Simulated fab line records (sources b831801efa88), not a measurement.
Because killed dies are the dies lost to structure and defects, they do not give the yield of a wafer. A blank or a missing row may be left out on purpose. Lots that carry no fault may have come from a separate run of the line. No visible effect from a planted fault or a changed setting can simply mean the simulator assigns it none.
Chamber matching -- flow sky130 -- SKY_LI_CONTACT_ETCH_15 on rie-diel-02 has 4 sister chambers
The step etches PSG in C4F8/O2/Ar, stops on Si, target depth 600 nm. 14 wafers are shown with their chamber, then 7 later ones without.

WAFERS PAIRED WITH THEIR CHAMBERS
wafer,chamber,oes-product-au (a.u.)
L074.4,2,0.841
L074.5,1,0.835
L074.6,2,0.841
L077.1,3,0.843
L077.2,0,0.832
L077.6,2,0.831
L085.1,1,0.845
L085.2,2,0.828
L085.3,3,0.842
L085.4,0,0.836
L085.5,2,0.836
L085.6,1,0.839
L089.2,2,0.834
L089.3,1,0.840

SIGNATURES (means of the wafers above)
reading,chamber 0,chamber 1,chamber 2,chamber 3,scatter within a chamber
oes-product-au,0.83400,0.83975,0.83517,0.84250,0.00445
Rule: distance of a wafer from a chamber = root of the sum over the readings of ((wafer's reading minus chamber's mean) / reading's scatter) squared. If the next closest chamber is less than 2 further off than the closest, the wafer can't be placed; otherwise it belongs to the closest. The scatter is the square root of a quotient: the sum, over the shown wafers, of each reading's squared deviation from its chamber's mean, divided by wafers minus chambers.

WAFERS WITH NO CHAMBER GIVEN
wafer,oes-product-au (a.u.)
L089.4,0.843
L094.3,0.845
L094.4,0.842
L094.5,0.823
L096.2,0.837
L096.3,0.829
L096.5,0.834

CHAMBER TAKEN BY EACH
wafer,from the rows above,in truth
L089.4,can't be placed: 3 or 1 or 2 or 0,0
L094.3,can't be placed: 3 or 1 or 2 or 0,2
L094.4,can't be placed: 3 or 1 or 2 or 0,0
L094.5,can't be placed: 0 or 2 or 1 or 3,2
L096.2,can't be placed: 2 or 1 or 0 or 3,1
L096.3,can't be placed: 0 or 2 or 1 or 3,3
L096.5,can't be placed: 0 or 2 or 1 or 3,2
Correctly placed: 0 of 7. Unplaceable from these rows: 7, with the true chamber sitting among the candidates in 7. Number placed wrongly: 0.
